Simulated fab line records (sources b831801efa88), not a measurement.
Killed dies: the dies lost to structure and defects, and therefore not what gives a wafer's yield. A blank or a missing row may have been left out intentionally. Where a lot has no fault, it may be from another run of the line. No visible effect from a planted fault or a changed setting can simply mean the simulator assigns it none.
fab line records :: flow sfqLine
record
  lots=6
  wafers=16
  lastDay=92
route steps=325 shown M1@72 I1@73
lots untouched by any fault: they come from a run of this same line in which no faults occurred
startH: the number of hours between the record's first day and the start of the first shown wafer of the lot :: waitH: hours since the lot's step before :: " unchanged from the row above :: L1.1+2: several wafers, shown together as one row :: - no value, or no start was given :: * or withheld: withheld :: < > ~ a bound
route shown NAME@n: NAME is a module with steps in the file, n the number in the route of the first one :: usual: mean/standard deviation of fault-free wafers :: same: alike in all rows :: chamber/n: place in a boat :: sites: per-site readings :: _std_site: standard deviation across them :: _edge_site: outer sites' mean less inner sites' :: radiusMm: how far each site lies from the wafer's centre :: mask NAME#n: copy n :: behind: the last tool/chamber to shape the wafer :: hold: the reason the lot was held/the length of the hold in hours/how it ended :: device: names the non-switching transistor (n, p or np) :: end of line: tests run on the same wafers once the route is complete :: a step given without rows: its recipe and nothing more :: killed: dies lost to structure and defects at the first sort, not the wafer's yield :: map: a wafer's dies, x killed, . not, _ none there
set.NAME: the run value of the setting; set.NAME@STEP: its run value at that earlier step :: model.NAME: the simulator's own value behind a step, which no gauge read
lots at selected steps of the route; one table per step, one row per wafer
services: from which hour (startH, from the record's first day; less than 0 if before it) a tool's chamber was out of use, for how many hours, and why
## steps
# step SFQ_TRILAYER_M1_STRIP_SOLV_CLEAN_044
# recipe
  chemistry=NMP
  tempC=70
  timeS=600
# step SFQ_TRILAYER_I1_DEP_PECVD_045
# recipe
  material=SiO2
  tempC=150
  timeS=111.11
  pressureTorr=2.4
  rfW=183.3
  precursor=SiH4/N2O
  targetThkNm=500
# usual
  chamberPressureTorr=2.401/0.0053
  heaterPowerW=76/14
  throttleValvePct=25.0/1.7
lot.wafer: L490.1
tool: pecvd-04
chamber: 1
startH: 609.48
waitH: 0.0
chamberPressureTorr: 2.400
heaterPowerW: 67
throttleValvePct: 24.0

lot.wafer: L490.2
tool: pecvd-04
chamber: 2
startH: 609.48
waitH: 0.0
chamberPressureTorr: 2.402
heaterPowerW: 81
throttleValvePct: 22.6

lot.wafer: L490.6
tool: pecvd-04
chamber: 2
startH: 609.48
waitH: 0.0
chamberPressureTorr: 2.407
heaterPowerW: 85
throttleValvePct: 22.4

lot.wafer: L492.1
tool: pecvd-04
chamber: 1
startH: 618.01
waitH: 0.0
chamberPressureTorr: 2.393
heaterPowerW: 69
throttleValvePct: 23.6

lot.wafer: L492.4
tool: pecvd-04
chamber: 0
startH: 618.01
waitH: 0.0
chamberPressureTorr: 2.408
heaterPowerW: 66
throttleValvePct: 22.1

lot.wafer: L492.5
tool: pecvd-04
chamber: 1
startH: 618.01
waitH: 0.0
chamberPressureTorr: 2.400
heaterPowerW: 71
throttleValvePct: 23.8

lot.wafer: L494.1
tool: pecvd-04
chamber: 1
startH: 620.41
waitH: 0.0
chamberPressureTorr: 2.402
heaterPowerW: 64
throttleValvePct: 23.8

lot.wafer: L494.2
tool: pecvd-04
chamber: 0
startH: 620.41
waitH: 0.0
chamberPressureTorr: 2.405
heaterPowerW: 70
throttleValvePct: 22.1

lot.wafer: L494.5
tool: pecvd-04
chamber: 2
startH: 620.41
waitH: 0.0
chamberPressureTorr: 2.403
heaterPowerW: 84
throttleValvePct: 22.4

lot.wafer: L498.2
tool: pecvd-02
chamber: 2
startH: 631.33
waitH: 0.0
chamberPressureTorr: 2.401
heaterPowerW: 75
throttleValvePct: 27.4

lot.wafer: L498.4
tool: pecvd-02
chamber: 1
startH: 631.33
waitH: 0.0
chamberPressureTorr: 2.402
heaterPowerW: 88
throttleValvePct: 24.7

lot.wafer: L501.2
tool: pecvd-02
chamber: 2
startH: 634.93
waitH: 0.0
chamberPressureTorr: 2.397
heaterPowerW: 74
throttleValvePct: 27.6

lot.wafer: L501.4
tool: pecvd-02
chamber: 1
startH: 634.93
waitH: 0.0
chamberPressureTorr: 2.399
heaterPowerW: 82
throttleValvePct: 24.5

lot.wafer: L502.1
tool: pecvd-01
chamber: 2
startH: 636.13
waitH: 0.0
chamberPressureTorr: 2.408
heaterPowerW: 63
throttleValvePct: 26.7

lot.wafer: L502.5
tool: pecvd-01
chamber: 2
startH: 636.13
waitH: 0.0
chamberPressureTorr: 2.408
heaterPowerW: 65
throttleValvePct: 26.7

lot.wafer: L502.6
tool: pecvd-01
chamber: 0
startH: 636.13
waitH: 0.0
chamberPressureTorr: 2.407
heaterPowerW: 87
throttleValvePct: 25.3
# step SFQ_TRILAYER_I1_CMP_CMP_046
# recipe
  material=SiO2
  downForcePsi=3
  platenRpm=60
  padVelocityMS=0.94248
# usual
  motorCurrentA=10.4/1.4
  slurryFlowMlMin=150.0/0.44
  timeToEndpointS=215/7.7
lot.wafer: L490.2
tool: cmp-02
chamber: 0
startH: 612.78
waitH: 3.3
motorCurrentA: 8.9
slurryFlowMlMin: 150.3
timeToEndpointS: 215

lot.wafer: L490.1
tool: cmp-02
chamber: 1
startH: 612.78
waitH: 3.3
motorCurrentA: 13.3
slurryFlowMlMin: 150.1
timeToEndpointS: 214

lot.wafer: L490.6
tool: cmp-02
chamber: 3
startH: 614.28
waitH: 4.7
motorCurrentA: 10.4
slurryFlowMlMin: 150.7
timeToEndpointS: 212

lot.wafer: L492.1
tool: cmp-01
chamber: 2
startH: 618.09
waitH: 0.0
motorCurrentA: 9.7
slurryFlowMlMin: 149.7
timeToEndpointS: 208

lot.wafer: L492.4
tool: cmp-01
chamber: 3
startH: 618.09
waitH: 0.0
motorCurrentA: 9.6
slurryFlowMlMin: 150.0
timeToEndpointS: 205

lot.wafer: L492.5
tool: cmp-01
chamber: 2
startH: 620.09
waitH: 2.0
motorCurrentA: 9.7
slurryFlowMlMin: 150.1
timeToEndpointS: 207

lot.wafer: L494.2
tool: cmp-01
chamber: 0
startH: 624.59
waitH: 4.1
motorCurrentA: 9.9
slurryFlowMlMin: 150.5
timeToEndpointS: 209

lot.wafer: L494.1
tool: cmp-01
chamber: 2
startH: 625.59
waitH: 5.1
motorCurrentA: 9.6
slurryFlowMlMin: 149.9
timeToEndpointS: 213

lot.wafer: L494.5
tool: cmp-01
chamber: 0
startH: 626.59
waitH: 6.1
motorCurrentA: 10.1
slurryFlowMlMin: 150.6
timeToEndpointS: 210

lot.wafer: L498.2
tool: cmp-02
chamber: 0
startH: 633.65
waitH: 2.3
motorCurrentA: 8.9
slurryFlowMlMin: 150.1
timeToEndpointS: 208

lot.wafer: L498.4
tool: cmp-02
chamber: 1
startH: 633.65
waitH: 2.3
motorCurrentA: 13.4
slurryFlowMlMin: 150.2
timeToEndpointS: 226

lot.wafer: L501.4
tool: cmp-01
chamber: 2
startH: 639.09
waitH: 4.1
motorCurrentA: 9.8
slurryFlowMlMin: 150.2
timeToEndpointS: 228

lot.wafer: L501.2
tool: cmp-01
chamber: 1
startH: 640.59
waitH: 5.6
motorCurrentA: 10.6
slurryFlowMlMin: 150.3
timeToEndpointS: 221

lot.wafer: L502.1
tool: cmp-02
chamber: 2
startH: 640.15
waitH: 4.0
motorCurrentA: 10.1
slurryFlowMlMin: 149.5
timeToEndpointS: 205

lot.wafer: L502.6
tool: cmp-02
chamber: 1
startH: 641.65
waitH: 5.4
motorCurrentA: 13.3
slurryFlowMlMin: 149.0
timeToEndpointS: 222

lot.wafer: L502.5
tool: cmp-02
chamber: 2
startH: 641.65
waitH: 5.4
motorCurrentA: 9.9
slurryFlowMlMin: 150.4
timeToEndpointS: 211
# step SFQ_I1_BOW_MEAS_912
# recipe
  mode=bow
# usual
  I1_BOW=2/7.4
lot.wafer: L490.1
tool: filmMetro-04
chamber: -
startH: 614.78
waitH: 1.0
I1_BOW[um]: -11

lot.wafer: L490.2
tool: filmMetro-04
chamber: -
startH: 614.78
waitH: 1.0
I1_BOW[um]: 0

lot.wafer: L490.6
tool: filmMetro-04
chamber: -
startH: 614.78
waitH: 1.0
I1_BOW[um]: -1

lot.wafer: L492.1
tool: filmMetro-04
chamber: -
startH: 621.09
waitH: 2.5
I1_BOW[um]: 3

lot.wafer: L492.4
tool: filmMetro-04
chamber: -
startH: 621.09
waitH: 2.5
I1_BOW[um]: -5

lot.wafer: L492.5
tool: filmMetro-04
chamber: -
startH: 621.09
waitH: 2.5
I1_BOW[um]: -4

lot.wafer: L494.1
tool: filmMetro-01
chamber: -
startH: 627.09
waitH: 1.0
I1_BOW[um]: -13

lot.wafer: L494.2
tool: filmMetro-01
chamber: -
startH: 627.09
waitH: 1.0
I1_BOW[um]: -1

lot.wafer: L494.5
tool: filmMetro-01
chamber: -
startH: 627.09
waitH: 1.0
I1_BOW[um]: -7

lot.wafer: L498.2
tool: filmMetro-04
chamber: -
startH: 636.67
waitH: 2.5
I1_BOW[um]: 6

lot.wafer: L498.4
tool: filmMetro-04
chamber: -
startH: 636.67
waitH: 2.5
I1_BOW[um]: 15

lot.wafer: L501.2
tool: filmMetro-04
chamber: -
startH: 642.11
waitH: 1.0
I1_BOW[um]: 6

lot.wafer: L501.4
tool: filmMetro-04
chamber: -
startH: 642.11
waitH: 1.0
I1_BOW[um]: 20

lot.wafer: L502.1
tool: filmMetro-01
chamber: -
startH: 642.65
waitH: 2.0
I1_BOW[um]: -8

lot.wafer: L502.5
tool: filmMetro-01
chamber: -
startH: 642.65
waitH: 2.0
I1_BOW[um]: 8

lot.wafer: L502.6
tool: filmMetro-01
chamber: -
startH: 642.65
waitH: 2.0
I1_BOW[um]: 2
# step SFQ_TRILAYER_I1_METRO_MEASURE_047
# usual
  thkNm=199.8/1.1
lot.wafer: L490.1
tool: filmMetro-04
chamber: -
startH: 614.90
waitH: 0.1
thkNm: 201.6

lot.wafer: L490.2
tool: filmMetro-04
chamber: -
startH: 614.90
waitH: 0.1
thkNm: 198.6

lot.wafer: L490.6
tool: filmMetro-04
chamber: -
startH: 614.90
waitH: 0.1
thkNm: 199.8

lot.wafer: L492.1
tool: filmMetro-04
chamber: -
startH: 621.21
waitH: 0.1
thkNm: 199.4

lot.wafer: L492.4
tool: filmMetro-04
chamber: -
startH: 621.21
waitH: 0.1
thkNm: 197.1

lot.wafer: L492.5
tool: filmMetro-04
chamber: -
startH: 621.21
waitH: 0.1
thkNm: 200.9

lot.wafer: L494.1
tool: filmMetro-01
chamber: -
startH: 627.21
waitH: 0.1
thkNm: 200.4

lot.wafer: L494.2
tool: filmMetro-01
chamber: -
startH: 627.21
waitH: 0.1
thkNm: 199.4

lot.wafer: L494.5
tool: filmMetro-01
chamber: -
startH: 627.21
waitH: 0.1
thkNm: 198.0

lot.wafer: L498.2
tool: filmMetro-04
chamber: -
startH: 636.97
waitH: 0.3
thkNm: 200.0

lot.wafer: L498.4
tool: filmMetro-04
chamber: -
startH: 636.97
waitH: 0.3
thkNm: 200.2

lot.wafer: L501.2
tool: filmMetro-04
chamber: -
startH: 642.41
waitH: 0.3
thkNm: 200.9

lot.wafer: L501.4
tool: filmMetro-04
chamber: -
startH: 642.41
waitH: 0.3
thkNm: 199.4

lot.wafer: L502.1
tool: filmMetro-01
chamber: -
startH: 642.77
waitH: 0.1
thkNm: 201.0

lot.wafer: L502.5
tool: filmMetro-01
chamber: -
startH: 642.77
waitH: 0.1
thkNm: 201.0

lot.wafer: L502.6
tool: filmMetro-01
chamber: -
startH: 642.77
waitH: 0.1
thkNm: 200.6
# step SFQ_TRILAYER_I1_VIA_LITHO_COAT_054
# recipe
  resist=BARC
  spinRpm=3000
  resistThkNm=62
# step SFQ_TRILAYER_I1_VIA_LITHO_COAT_049
# recipe
  resist=KrF
  spinRpm=3000
  resistThkNm=650
# step SFQ_TRILAYER_I1_VIA_LITHO_SOFTBAKE_053
# recipe
  tempC=withheld
  timeS=withheld
  resist=KrF
# step SFQ_TRILAYER_I1_VIA_LITHO_EXPOSE_050
# recipe
  maskId=I1
  na=0.6
  sourceShape=conventional
  sigmaOuter=0.65
  targetCdNm=500
  doseMj=21.3
# step SFQ_TRILAYER_I1_VIA_LITHO_PEB_052
# recipe
  pebTempC=115
  pebTimeS=60
  resist=KrF
# step SFQ_TRILAYER_I1_VIA_LITHO_DEVELOP_051
# recipe
  timeS=60
  resist=KrF
# step SFQ_I1_OVL_MEAS_913
# usual
  I1_OVL=-2/6.3
lot.wafer: L490.1
tool: overlay-01
chamber: -
startH: 777.46
waitH: 0.1
I1_OVL[nm]: -5

lot.wafer: L490.2
tool: overlay-01
chamber: -
startH: 777.46
waitH: 0.1
I1_OVL[nm]: -2

lot.wafer: L490.6
tool: overlay-01
chamber: -
startH: 777.46
waitH: 0.1
I1_OVL[nm]: 0

lot.wafer: L492.1
tool: overlay-01
chamber: -
startH: 781.06
waitH: 0.1
I1_OVL[nm]: -14

lot.wafer: L492.4
tool: overlay-01
chamber: -
startH: 781.06
waitH: 0.1
I1_OVL[nm]: -5

lot.wafer: L492.5
tool: overlay-01
chamber: -
startH: 781.06
waitH: 0.1
I1_OVL[nm]: -7

lot.wafer: L494.1
tool: overlay-02
chamber: -
startH: 787.19
waitH: 0.1
I1_OVL[nm]: -7

lot.wafer: L494.2
tool: overlay-02
chamber: -
startH: 787.19
waitH: 0.1
I1_OVL[nm]: -8

lot.wafer: L494.5
tool: overlay-02
chamber: -
startH: 787.19
waitH: 0.1
I1_OVL[nm]: -10

lot.wafer: L498.2
tool: overlay-02
chamber: -
startH: 794.39
waitH: 0.1
I1_OVL[nm]: -17

lot.wafer: L498.4
tool: overlay-02
chamber: -
startH: 794.39
waitH: 0.1
I1_OVL[nm]: -15

lot.wafer: L501.2
tool: overlay-01
chamber: -
startH: 799.19
waitH: 0.1
I1_OVL[nm]: -2

lot.wafer: L501.4
tool: overlay-01
chamber: -
startH: 799.19
waitH: 0.1
I1_OVL[nm]: -6

lot.wafer: L502.1
tool: overlay-01
chamber: -
startH: 800.39
waitH: 0.1
I1_OVL[nm]: 4

lot.wafer: L502.5
tool: overlay-01
chamber: -
startH: 800.39
waitH: 0.1
I1_OVL[nm]: -5

lot.wafer: L502.6
tool: overlay-01
chamber: -
startH: 800.39
waitH: 0.1
I1_OVL[nm]: -4
# step SFQ_TRILAYER_I1_VIA_BARC_OPEN_VIA_ETCH_071
# recipe
  maskMaterial=PR
  chemistry=O2
  targetDepthNm=125
  target=BARC
  sourceW=500
  biasW=80
  pressureMtorr=30
  timeS=41.7
# usual
  drypumpMotorCurrentA=5.7/0.53
  oesProductAu=0.686/0.0053
  runLengthS=69.9/0.38
lot.wafer: L490.1
tool: rieDiel-04
chamber: 1
startH: 777.50
waitH: 0.0
drypumpMotorCurrentA: 5.4
oesProductAu: 0.685
rfHoursCounterH: 16
runLengthS: 70.3
model.KrF_of_TRILAYER_I1_VIA_LITHO_COAT_049.thkNm: 570.1

lot.wafer: L490.2
tool: rieDiel-04
chamber: 2
startH: 777.50
waitH: 0.0
drypumpMotorCurrentA: 5.3
oesProductAu: 0.677
rfHoursCounterH: 3
runLengthS: 69.4
model.KrF_of_TRILAYER_I1_VIA_LITHO_COAT_049.thkNm: 570.3

lot.wafer: L490.6
tool: rieDiel-04
chamber: 3
startH: 777.50
waitH: 0.0
drypumpMotorCurrentA: 6.0
oesProductAu: 0.688
rfHoursCounterH: -
runLengthS: 70.7
model.KrF_of_TRILAYER_I1_VIA_LITHO_COAT_049.thkNm: 570.8

lot.wafer: L492.1
tool: rieDiel-04
chamber: 1
startH: 781.10
waitH: 0.0
drypumpMotorCurrentA: 5.4
oesProductAu: 0.692
rfHoursCounterH: 16
runLengthS: 70.1
model.KrF_of_TRILAYER_I1_VIA_LITHO_COAT_049.thkNm: 573.5

lot.wafer: L492.4
tool: rieDiel-04
chamber: 2
startH: 781.10
waitH: 0.0
drypumpMotorCurrentA: 5.3
oesProductAu: 0.687
rfHoursCounterH: 3
runLengthS: 69.8
model.KrF_of_TRILAYER_I1_VIA_LITHO_COAT_049.thkNm: 574.1

lot.wafer: L492.5
tool: rieDiel-04
chamber: 0
startH: 781.10
waitH: 0.0
drypumpMotorCurrentA: 5.7
oesProductAu: 0.689
rfHoursCounterH: -
runLengthS: 69.8
model.KrF_of_TRILAYER_I1_VIA_LITHO_COAT_049.thkNm: 577.8

lot.wafer: L494.1
tool: rieDiel-01
chamber: 3
startH: 787.22
waitH: 0.0
drypumpMotorCurrentA: 5.3
oesProductAu: 0.686
rfHoursCounterH: 20
runLengthS: 70.2
model.KrF_of_TRILAYER_I1_VIA_LITHO_COAT_049.thkNm: 571.1

lot.wafer: L494.2
tool: rieDiel-01
chamber: 0
startH: 787.22
waitH: 0.0
drypumpMotorCurrentA: 5.7
oesProductAu: 0.700
rfHoursCounterH: 7
runLengthS: 69.4
model.KrF_of_TRILAYER_I1_VIA_LITHO_COAT_049.thkNm: 571.7

lot.wafer: L494.5
tool: rieDiel-01
chamber: 1
startH: 787.22
waitH: 0.0
drypumpMotorCurrentA: 5.5
oesProductAu: 0.688
rfHoursCounterH: -
runLengthS: 69.6
model.KrF_of_TRILAYER_I1_VIA_LITHO_COAT_049.thkNm: 570.7

lot.wafer: L498.2
tool: rieDiel-04
chamber: 2
startH: 794.42
waitH: 0.0
drypumpMotorCurrentA: 5.3
oesProductAu: 0.684
rfHoursCounterH: 3
runLengthS: 69.7
model.KrF_of_TRILAYER_I1_VIA_LITHO_COAT_049.thkNm: 568.9

lot.wafer: L498.4
tool: rieDiel-04
chamber: 2
startH: 794.42
waitH: 0.0
drypumpMotorCurrentA: 5.3
oesProductAu: 0.631
rfHoursCounterH: -
runLengthS: 78.8
model.KrF_of_TRILAYER_I1_VIA_LITHO_COAT_049.thkNm: 561.5

lot.wafer: L501.2
tool: rieDiel-04
chamber: 2
startH: 799.22
waitH: 0.0
drypumpMotorCurrentA: 5.3
oesProductAu: 0.681
rfHoursCounterH: 3
runLengthS: 69.6
model.KrF_of_TRILAYER_I1_VIA_LITHO_COAT_049.thkNm: 575

lot.wafer: L501.4
tool: rieDiel-04
chamber: 1
startH: 799.22
waitH: 0.0
drypumpMotorCurrentA: 5.4
oesProductAu: 0.627
rfHoursCounterH: -
runLengthS: 78.8
model.KrF_of_TRILAYER_I1_VIA_LITHO_COAT_049.thkNm: 564.9

lot.wafer: L502.1
tool: rieDiel-01
chamber: 2
startH: 800.42
waitH: 0.0
drypumpMotorCurrentA: 6.8
oesProductAu: 0.690
rfHoursCounterH: 41
runLengthS: 69.8
model.KrF_of_TRILAYER_I1_VIA_LITHO_COAT_049.thkNm: 574

lot.wafer: L502.5
tool: rieDiel-01
chamber: 0
startH: 800.42
waitH: 0.0
drypumpMotorCurrentA: 5.6
oesProductAu: 0.685
rfHoursCounterH: -
runLengthS: 69.4
model.KrF_of_TRILAYER_I1_VIA_LITHO_COAT_049.thkNm: 574.2

lot.wafer: L502.6
tool: rieDiel-01
chamber: 3
startH: 800.42
waitH: 0.0
drypumpMotorCurrentA: 5.3
oesProductAu: 0.687
rfHoursCounterH: -
runLengthS: 70.5
model.KrF_of_TRILAYER_I1_VIA_LITHO_COAT_049.thkNm: 575.8
# step SFQ_TRILAYER_I1_VIA_ETCH_VIA_ETCH_052
# recipe
  target=SiO2
  stopOn=Nb
  maskMaterial=PR
  taperDeg=20
  chemistry=CHF3
  targetDepthNm=260
  sourceW=500
  biasW=80
  pressureMtorr=30
  timeS=withheld
# usual
  drypumpMotorCurrentA=5.7/0.53
  oesProductAu=0.854/0.005
lot.wafer: L490.1
tool: rieDiel-04
chamber: 1
startH: 777.54
waitH: 0.0
drypumpMotorCurrentA: 5.3
oesProductAu: 0.855
model.KrF_of_TRILAYER_I1_VIA_LITHO_COAT_049.thkNm: 525.7

lot.wafer: L490.2
tool: rieDiel-04
chamber: 2
startH: 777.54
waitH: 0.0
drypumpMotorCurrentA: 5.3
oesProductAu: 0.852
model.KrF_of_TRILAYER_I1_VIA_LITHO_COAT_049.thkNm: 525.2

lot.wafer: L490.6
tool: rieDiel-04
chamber: 3
startH: 777.54
waitH: 0.0
drypumpMotorCurrentA: 6.1
oesProductAu: 0.850
model.KrF_of_TRILAYER_I1_VIA_LITHO_COAT_049.thkNm: 525.9

lot.wafer: L492.1
tool: rieDiel-04
chamber: 1
startH: 781.14
waitH: 0.0
drypumpMotorCurrentA: 5.4
oesProductAu: 0.857
model.KrF_of_TRILAYER_I1_VIA_LITHO_COAT_049.thkNm: 528.2

lot.wafer: L492.4
tool: rieDiel-04
chamber: 2
startH: 781.14
waitH: 0.0
drypumpMotorCurrentA: 5.3
oesProductAu: 0.845
model.KrF_of_TRILAYER_I1_VIA_LITHO_COAT_049.thkNm: 527.9

lot.wafer: L492.5
tool: rieDiel-04
chamber: 0
startH: 781.14
waitH: 0.0
drypumpMotorCurrentA: 5.7
oesProductAu: 0.861
model.KrF_of_TRILAYER_I1_VIA_LITHO_COAT_049.thkNm: 533.9

lot.wafer: L494.1
tool: rieDiel-01
chamber: 3
startH: 787.26
waitH: 0.0
drypumpMotorCurrentA: 5.3
oesProductAu: 0.862
model.KrF_of_TRILAYER_I1_VIA_LITHO_COAT_049.thkNm: 527.6

lot.wafer: L494.2
tool: rieDiel-01
chamber: 0
startH: 787.26
waitH: 0.0
drypumpMotorCurrentA: 5.7
oesProductAu: 0.848
model.KrF_of_TRILAYER_I1_VIA_LITHO_COAT_049.thkNm: 528.3

lot.wafer: L494.5
tool: rieDiel-01
chamber: 1
startH: 787.26
waitH: 0.0
drypumpMotorCurrentA: 5.5
oesProductAu: 0.843
model.KrF_of_TRILAYER_I1_VIA_LITHO_COAT_049.thkNm: 526

lot.wafer: L498.2
tool: rieDiel-04
chamber: 2
startH: 794.46
waitH: 0.0
drypumpMotorCurrentA: 5.4
oesProductAu: 0.848
model.KrF_of_TRILAYER_I1_VIA_LITHO_COAT_049.thkNm: 522.9

lot.wafer: L498.4
tool: rieDiel-04
chamber: 2
startH: 794.46
waitH: 0.0
drypumpMotorCurrentA: 5.3
oesProductAu: 0.860
model.KrF_of_TRILAYER_I1_VIA_LITHO_COAT_049.thkNm: 515.8

lot.wafer: L501.2
tool: rieDiel-04
chamber: 2
startH: 799.26
waitH: 0.0
drypumpMotorCurrentA: 5.3
oesProductAu: 0.861
model.KrF_of_TRILAYER_I1_VIA_LITHO_COAT_049.thkNm: 529.6

lot.wafer: L501.4
tool: rieDiel-04
chamber: 1
startH: 799.26
waitH: 0.0
drypumpMotorCurrentA: 5.4
oesProductAu: 0.850
model.KrF_of_TRILAYER_I1_VIA_LITHO_COAT_049.thkNm: 520.1

lot.wafer: L502.1
tool: rieDiel-01
chamber: 2
startH: 800.46
waitH: 0.0
drypumpMotorCurrentA: 6.8
oesProductAu: 0.854
model.KrF_of_TRILAYER_I1_VIA_LITHO_COAT_049.thkNm: 530.2

lot.wafer: L502.5
tool: rieDiel-01
chamber: 0
startH: 800.46
waitH: 0.0
drypumpMotorCurrentA: 5.7
oesProductAu: 0.860
model.KrF_of_TRILAYER_I1_VIA_LITHO_COAT_049.thkNm: 530.7

lot.wafer: L502.6
tool: rieDiel-01
chamber: 3
startH: 800.46
waitH: 0.0
drypumpMotorCurrentA: 5.3
oesProductAu: 0.856
model.KrF_of_TRILAYER_I1_VIA_LITHO_COAT_049.thkNm: 531.7
# step SFQ_TRILAYER_I1_VIA_STRIP_STRIP_053
# recipe
  gas=O2
  powerW=200
  platenTempC=40
  overashFraction=0.65
  chemistry=O2
  pressureMtorr=50
# usual
  drypumpMotorCurrentA=6.0/0.48
  oesProductAu=1.001/0.0094
lot.wafer: L490.1
tool: rieMetal-01
chamber: 1
startH: 777.65
waitH: -
drypumpMotorCurrentA: 6.1
oesProductAu: 0.993
rfHoursCounterH: 27

lot.wafer: L490.2
tool: rieMetal-01
chamber: 0
startH: 777.65
waitH: -
drypumpMotorCurrentA: 6.0
oesProductAu: 1.005
rfHoursCounterH: 64

lot.wafer: L490.6
tool: rieMetal-01
chamber: 1
startH: 777.65
waitH: -
drypumpMotorCurrentA: 6.1
oesProductAu: 0.990
rfHoursCounterH: -

lot.wafer: L492.1
tool: rieMetal-04
chamber: 0
startH: 781.25
waitH: -
drypumpMotorCurrentA: 6.4
oesProductAu: 0.997
rfHoursCounterH: 111

lot.wafer: L492.4
tool: rieMetal-04
chamber: 0
startH: 781.25
waitH: -
drypumpMotorCurrentA: 6.4
oesProductAu: 0.996
rfHoursCounterH: -

lot.wafer: L492.5
tool: rieMetal-04
chamber: 0
startH: 781.25
waitH: -
drypumpMotorCurrentA: 6.4
oesProductAu: 0.994
rfHoursCounterH: -

lot.wafer: L494.1
tool: rieMetal-04
chamber: 0
startH: 787.38
waitH: -
drypumpMotorCurrentA: 6.4
oesProductAu: 0.987
rfHoursCounterH: 112

lot.wafer: L494.2
tool: rieMetal-04
chamber: 1
startH: 787.38
waitH: -
drypumpMotorCurrentA: 5.1
oesProductAu: 1.000
rfHoursCounterH: 108

lot.wafer: L494.5
tool: rieMetal-04
chamber: 1
startH: 787.38
waitH: -
drypumpMotorCurrentA: 5.1
oesProductAu: 1.008
rfHoursCounterH: -

lot.wafer: L498.2
tool: rieMetal-03
chamber: 0
startH: 794.58
waitH: -
drypumpMotorCurrentA: 6.6
oesProductAu: 0.992
rfHoursCounterH: 120

lot.wafer: L498.4
tool: rieMetal-03
chamber: 1
startH: 794.58
waitH: -
drypumpMotorCurrentA: 5.7
oesProductAu: 0.989
rfHoursCounterH: -

lot.wafer: L501.2
tool: rieMetal-03
chamber: 0
startH: 799.38
waitH: -
drypumpMotorCurrentA: 6.6
oesProductAu: 1.016
rfHoursCounterH: 121

lot.wafer: L501.4
tool: rieMetal-03
chamber: 1
startH: 799.38
waitH: -
drypumpMotorCurrentA: 5.7
oesProductAu: 0.988
rfHoursCounterH: -

lot.wafer: L502.1
tool: rieMetal-04
chamber: 1
startH: 800.58
waitH: -
drypumpMotorCurrentA: 5.2
oesProductAu: 1.013
rfHoursCounterH: 111

lot.wafer: L502.5
tool: rieMetal-04
chamber: 1
startH: 800.58
waitH: -
drypumpMotorCurrentA: 5.2
oesProductAu: 1.005
rfHoursCounterH: -

lot.wafer: L502.6
tool: rieMetal-04
chamber: 0
startH: 800.58
waitH: -
drypumpMotorCurrentA: 6.4
oesProductAu: 1.005
rfHoursCounterH: -
## services
tool: filmMetro-01
chamber: -
startH: 589.58
hours: 0.9
kind: repair

tool: rieDiel-01
chamber: 1
startH: 595.06
hours: 2.8
kind: repair

tool: cmp-02
chamber: -
startH: 604.73
hours: 1.0
kind: repair

tool: rieDiel-04
chamber: 3
startH: 608.99
hours: 12.6
kind: repair

tool: rieDiel-04
chamber: -
startH: 609.61
hours: 2.8
kind: pm

tool: cmp-02
chamber: -
startH: 625.14
hours: 4.2
kind: repair

tool: rieDiel-01
chamber: 1
startH: 635.16
hours: 6.8
kind: repair

tool: rieMetal-04
chamber: 0
startH: 638.15
hours: 20.5
kind: repair

tool: filmMetro-04
chamber: -
startH: 644.45
hours: 1.9
kind: pm

tool: cmp-02
chamber: -
startH: 664.93
hours: 2.6
kind: repair

tool: rieMetal-04
chamber: -
startH: 673.22
hours: 1.6
kind: repair

tool: filmMetro-01
chamber: -
startH: 673.32
hours: 0.5
kind: pm

tool: rieDiel-01
chamber: -
startH: 679.36
hours: 0.6
kind: repair

tool: filmMetro-04
chamber: -
startH: 689.14
hours: 1.5
kind: pm

tool: cmp-02
chamber: -
startH: 703.06
hours: 4.6
kind: pm

tool: cmp-01
chamber: -
startH: 725.82
hours: 2.9
kind: repair

tool: cmp-02
chamber: -
startH: 742.96
hours: 1.5
kind: repair

tool: filmMetro-04
chamber: -
startH: 744.06
hours: 0.6
kind: pm

tool: rieDiel-04
chamber: 0
startH: 747.62
hours: 3.1
kind: repair

tool: rieDiel-01
chamber: -
startH: 747.98
hours: 2.8
kind: pm

tool: cmp-02
chamber: -
startH: 751.19
hours: 4.0
kind: pm

tool: rieDiel-01
chamber: 1
startH: 761.31
hours: 4.3
kind: repair

tool: cmp-01
chamber: -
startH: 761.89
hours: 0.6
kind: repair

tool: rieDiel-04
chamber: 3
startH: 787.09
hours: 19.4
kind: repair
## key
firstSign
  step=SFQ_TRILAYER_I1_VIA_BARC_OPEN_VIA_ETCH_071
  reading=runLengthS
  direction=up
  sigmas=24
  usual=*
  struck=*
effect
  step=SFQ_TRILAYER_I1_VIA_BARC_OPEN_VIA_ETCH_071
  reading=oesProductAu
  direction=down
  sigmas=11
  usual=0.686
  struck=0.629
modelEffect
  step=SFQ_TRILAYER_I1_VIA_BARC_OPEN_VIA_ETCH_071
  value=KrF_of_TRILAYER_I1_VIA_LITHO_COAT_049.thkNm
  without=574.5
  struck=563.2
modelEffect
  step=SFQ_TRILAYER_I1_VIA_ETCH_VIA_ETCH_052
  value=KrF_of_TRILAYER_I1_VIA_LITHO_COAT_049.thkNm
  without=529.2
  struck=517.9
metAt SFQ_TRILAYER_I1_VIA_BARC_OPEN_VIA_ETCH_071
struckWafers L498.4,L501.4
onsetBetween 781.10 794.42
fault
  kind=processParameterDrift
  tool=rieDiel-04
  chamber=-
  onsetH=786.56
  steps=SFQ_TRILAYER_I1_VIA_BARC_OPEN_VIA_ETCH_071
  channel=timeS
  offset=*
  shape=step
  endH=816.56
  scope=struckWafersOnly
  actsIn=*
  stated=*
